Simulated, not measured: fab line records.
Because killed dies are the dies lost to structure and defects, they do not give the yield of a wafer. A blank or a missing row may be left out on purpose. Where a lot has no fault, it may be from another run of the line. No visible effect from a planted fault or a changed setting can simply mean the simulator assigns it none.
What tool caused it? | flow sky130 | 12 lots with 36 wafers sampled at 4 steps, on a route of 708 steps

## WHAT EACH GAUGE READ, for each wafer
SKY_PAD_OPEN_BOW_MEAS_13.
lot  | measured     | on            | PAD_OPEN_BOW (um)
L737 | day 46 18:20 | film metro-01 | 47 44 63
L740 | day 47 06:31 | film metro-04 | 46 44 50
L741 | day 47 10:49 | film metro-04 | 50 42 53
L742 | day 47 17:37 | film metro-04 | 42 54 44
L744 | day 48 08:03 | film metro-02 | 42 40 43
L745 | day 48 09:25 | film metro-04 | 41 46 45
L747 | day 48 17:54 | film metro-04 | 59 68 54
L750 | day 49 10:45 | film metro-02 | 50 61 56
L752 | day 50 02:26 | film metro-02 | 56 57 57
L755 | day 50 09:10 | film metro-02 | 41 42 52
L758 | day 50 22:38 | film metro-01 | 58 49 49
L757 | day 51 01:50 | film metro-01 | 60 49 49

## TOOL THAT RAN EACH LOT (tool first, then ch and the chambers of the sampled wafers, then the start)
lot  | SKY_PASSIVATION_STRIP_12             | SKY_PAD_OPEN_COAT_02              | SKY_PAD_OPEN_STRIP_08
L737 | plasma asher-01 ch 0, day 45 19:06   | litho track-02 ch 0, day 46 04:59 | plasma asher-03 ch 0, day 46 16:13
L740 | plasma asher-03 ch 0,1, day 46 06:46 | litho track-02 ch 0, day 46 17:56 | plasma asher-01 ch 0,1, day 47 03:37
L741 | plasma asher-03 ch 0,1, day 46 11:27 | litho track-02 ch 0, day 46 21:31 | plasma asher-04 ch 0,1, day 47 07:37
L742 | plasma asher-02 ch 0,1, day 46 19:37 | litho track-02 ch 0, day 47 04:38 | plasma asher-03 ch 0,1, day 47 15:31
L744 | plasma asher-01 ch 0,1, day 47 09:55 | litho track-02 ch 0, day 47 19:55 | plasma asher-03 ch 0,1, day 48 05:55
L745 | plasma asher-02 ch 0,1, day 47 11:51 | litho track-02 ch 0, day 47 21:32 | plasma asher-03 ch 1, day 48 07:16
L747 | plasma asher-01 ch 0,1, day 47 20:30 | litho track-01 ch 0, day 48 05:53 | plasma asher-04 ch 0,1, day 48 15:49
L750 | plasma asher-03 ch 0,1, day 48 13:43 | litho track-02 ch 0, day 48 22:07 | plasma asher-01 ch 0,1, day 49 07:31
L752 | plasma asher-03 ch 0, day 49 06:50   | litho track-02 ch 0, day 49 15:28 | plasma asher-01 ch 0,1, day 50 00:19
L755 | plasma asher-03 ch 0, day 49 13:49   | litho track-02 ch 0, day 49 21:53 | plasma asher-01 ch 0,1, day 50 07:01
L758 | plasma asher-01 ch 0,1, day 50 05:13 | litho track-01 ch 0, day 50 12:32 | plasma asher-01 ch 0,1, day 50 20:28
L757 | plasma asher-02 ch 0, day 50 08:09   | litho track-04 ch 0, day 50 15:23 | plasma asher-01 ch 0, day 50 23:40
- SKY_PASSIVATION_STRIP_12: strips in O2/N2.
- SKY_PAD_OPEN_COAT_02: resist thk 3000 nm.
- SKY_PAD_OPEN_STRIP_08: strips in O2/N2.

## AS READ BY THE TOOLS THEMSELVES (means over the sampled wafers that have a number; for cases with no such wafer, the mark the record gives instead)
SKY_PASSIVATION_STRIP_12.
lot  | tool            | drypump motor current A (A) | oes product au (a.u.) | strip time to endpoint s (s)
L737 | plasma asher-01 | 6.4                         | 0.660                 | 31.56
L740 | plasma asher-03 | 5.4                         | 0.657                 | 31.44
L741 | plasma asher-03 | 5.8                         | 0.658                 | 31.61
L742 | plasma asher-02 | 5.1                         | 0.658                 | 31.33
L744 | plasma asher-01 | 5.9                         | 0.664                 | 31.28
L745 | plasma asher-02 | 5.2                         | 0.666                 | 31.66
L747 | plasma asher-01 | 6.1                         | 0.661                 | 31.34
L750 | plasma asher-03 | 5.8                         | 0.657                 | 31.51
L752 | plasma asher-03 | 4.9                         | 0.660                 | 31.46
L755 | plasma asher-03 | 4.9                         | 0.659                 | 31.51
L758 | plasma asher-01 | 5.8                         | 0.663                 | 31.41
L757 | plasma asher-02 | 5.0                         | 0.662                 | 31.45

SKY_PAD_OPEN_COAT_02.
lot  | tool           | spin speed rpm (rpm)
L737 | litho track-02 | 1999.9
L740 | litho track-02 | 2000.5
L741 | litho track-02 | 2001.5
L742 | litho track-02 | 2000.2
L744 | litho track-02 | 1998.9
L745 | litho track-02 | 1999.1
L747 | litho track-01 | 1999.2
L750 | litho track-02 | 1998.0
L752 | litho track-02 | 2039.6
L755 | litho track-02 | 2039.5
L758 | litho track-01 | 1999.7
L757 | litho track-04 | 2000.2

SKY_PAD_OPEN_STRIP_08.
lot  | tool            | drypump motor current A (A) | oes product au (a.u.)
L737 | plasma asher-03 | 4.9                         | 0.663
L740 | plasma asher-01 | 6.1                         | 0.664
L741 | plasma asher-04 | 5.9                         | 0.656
L742 | plasma asher-03 | 5.4                         | 0.664
L744 | plasma asher-03 | 5.8                         | 0.660
L745 | plasma asher-03 | 6.3                         | 0.665
L747 | plasma asher-04 | 5.9                         | 0.661
L750 | plasma asher-01 | 6.1                         | 0.663
L752 | plasma asher-01 | 5.9                         | 0.668
L755 | plasma asher-01 | 6.1                         | 0.665
L758 | plasma asher-01 | 6.1                         | 0.665
L757 | plasma asher-01 | 6.4                         | 0.667

## THE ANSWER, worked out from the rows above alone
Rule: usual is defined by the lots themselves. Put in order of their means at a reading, lots are off if they are a third of the lots or fewer, leave a main group of 4 or more, and stand apart from it by a gap of 3 or more times the standard deviation of the main group's means; of several such gaps the widest counts. The tables above print the reading to a certain number of digits; a main group whose means all agree to those digits is not used. Also off: a lot with no number at a reading for which 4 or more lots have one. Where the step has rows for the other lots, those lots are counted as sound. Order of review: gauges by route order, followed by the tools' own readings, for which a lot's mean as printed above is used. The first step at which some lot is off is used, and at that step the reading that is off furthest; a lot without a number counts as furthest.
Off, at SKY_PAD_OPEN_COAT_02 on spin speed rpm: L752, L755. Mean 1999.7 rpm and standard deviation 0.92 in the main group.
If a tool, at that step or one of the process steps before it, ran each lot that is off and ran no sound lot following the first of them, it fits. Can't be told from this: 2 tools fit, plasma asher-03 at SKY_PASSIVATION_STRIP_12, litho track-02 at SKY_PAD_OPEN_COAT_02.

## WHAT HAD BEEN PUT IN BY THE SIMULATOR
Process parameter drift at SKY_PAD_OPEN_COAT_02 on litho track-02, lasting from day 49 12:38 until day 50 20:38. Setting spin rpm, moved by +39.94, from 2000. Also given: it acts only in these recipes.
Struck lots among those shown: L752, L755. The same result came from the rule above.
